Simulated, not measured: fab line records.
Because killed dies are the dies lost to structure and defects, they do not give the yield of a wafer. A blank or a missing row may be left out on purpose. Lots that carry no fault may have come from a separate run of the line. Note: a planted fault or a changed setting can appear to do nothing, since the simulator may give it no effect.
Matching of chambers ; flow gf180mcu ; cmp-01 running GF_V3_CMP_04: 4 sister chambers
The step polishes SiO2. 4 wafers are shown with their chamber, then 6 later ones without.

## WAFERS, EACH WITH ITS CHAMBER
wafer;chamber;motorCurrentA (A)
L509.4;0;11.1
L509.6;3;10.2
L511.3;2;12.1
L511.5;1;12.8

## WAFERS WITH NO CHAMBER GIVEN
wafer;motorCurrentA (A)
L511.6;12.5
L512.4;10.5
L512.5;12.5
L512.6;10.7
L513.2;12.9
L513.5;10.3

## THE CHAMBER EACH PASSED THROUGH
wafer;from the rows above;in truth
L511.6;can't be placed: 1 or 2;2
L512.4;can't be placed: 3 or 0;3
L512.5;can't be placed: 1 or 2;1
L512.6;can't be placed: 0 or 3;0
L513.2;1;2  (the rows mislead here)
L513.5;3;3
Correctly placed: 1 of 6. Unplaceable from these rows: 4, with the true chamber sitting among the candidates in 4. Wrongly placed: 1.
How it was worked out, from the rows above alone: a wafer's distance from a chamber is the root of the sum, over the readings, of the square of ((its reading less the chamber's mean) divided by the reading's scatter). If the next closest chamber is less than 2 further off than the closest, the wafer can't be placed; otherwise it belongs to the closest. For every chamber, the mean is computed from those of its wafers that are shown. The scatter: root of mean squared gap, hidden wafer to nearest shown wafer, with one shown wafer a chamber.
